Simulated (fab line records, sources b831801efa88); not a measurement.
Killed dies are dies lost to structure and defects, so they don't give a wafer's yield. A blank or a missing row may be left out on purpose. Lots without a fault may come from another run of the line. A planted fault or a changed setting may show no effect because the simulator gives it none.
Chamber matching | flow sky130 | SKY_VIA1_CMP_02 on cmp-02: 4 sister chambers
The step polishes SiO2. 24 wafers are shown with their chamber, then 12 later ones without.

WAFERS WITH THEIR CHAMBER
wafer  | chamber | motor_current_A (A) | head_pressure_psi (psi)
L074.1 | 2       | 13.4                | 4.003
L074.3 | 1       | 11.7                | 3.995
L074.6 | 2       | 14.1                | 4.001
L075.1 | 3       | 12.3                | 4.005
L075.3 | 2       | 13.4                | 3.992
L075.6 | 0       | 10.1                | 4.004
L077.1 | 1       | 11.1                | 3.991
L077.2 | 3       | 13.1                | 3.974
L077.5 | 1       | 11.2                | 3.997
L078.1 | 1       | 11.1                | 3.996
L078.3 | 0       | 10.5                | 4.007
L078.6 | 3       | 12.8                | 3.982
L081.1 | 2       | 13.3                | 4.016
L081.2 | 1       | 10.8                | 4.011
L081.6 | 2       | 14.2                | 4.006
L082.1 | 1       | 11.1                | 3.996
L082.2 | 2       | 13.8                | 3.999
L082.3 | 0       | 10.7                | 3.995
L084.4 | 1       | 11.0                | 4.005
L084.5 | 2       | 13.5                | 3.997
L084.6 | 1       | 11.4                | 3.996
L087.1 | 0       | 10.4                | 4.007
L087.3 | 2       | 14.0                | 3.990
L087.6 | 2       | 13.8                | 3.988

SIGNATURES (means of the wafers above)
reading           | chamber 0 | chamber 1 | chamber 2 | chamber 3 | scatter within a chamber
motor_current_A   | 10.425    | 11.175    | 13.722    | 12.733    | 0.31
head_pressure_psi | 4.00325   | 3.99838   | 3.99911   | 3.98700   | 0.0087
Rule: a wafer's distance from a chamber is the root of the sum, over the readings, of the square of ((its reading less the chamber's mean) divided by the reading's scatter). The wafer belongs to the nearest chamber; if the next one is less than 2 further off, it can't be placed. The scatter: the root of (the sum of the squares of (reading less its chamber's mean) over the shown wafers, divided by (wafers less chambers)).

WAFERS WITHOUT THEIR CHAMBER
wafer  | motor_current_A (A) | head_pressure_psi (psi)
L090.1 | 13.1                | 3.985
L090.2 | 12.0                | 4.000
L090.3 | 14.1                | 3.999
L089.3 | 12.4                | 3.999
L089.4 | 10.1                | 3.998
L089.5 | 13.0                | 3.997
L093.2 | 10.3                | 4.016
L093.5 | 12.9                | 4.002
L093.6 | 13.6                | 3.999
L097.3 | 13.7                | 3.987
L097.4 | 12.5                | 3.997
L097.6 | 10.3                | 3.997

WHICH CHAMBER EACH WENT THROUGH
wafer  | from the rows above     | in truth
L090.1 | can't be placed: 3 or 2 | 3
L090.2 | can't be placed: 1 or 3 | 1
L090.3 | 2                       | 2
L089.3 | 3                       | 3
L089.4 | 0                       | 0
L089.5 | can't be placed: 3 or 2 | 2
L093.2 | can't be placed: 0 or 1 | 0
L093.5 | can't be placed: 3 or 2 | 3
L093.6 | 2                       | 2
L097.3 | can't be placed: 2 or 3 | 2
L097.4 | 3                       | 3
L097.6 | 0                       | 0
Placed correctly: 6 of 12. Can't be placed from these rows: 6 (the true chamber is among the candidates in 6). Placed wrongly: 0.
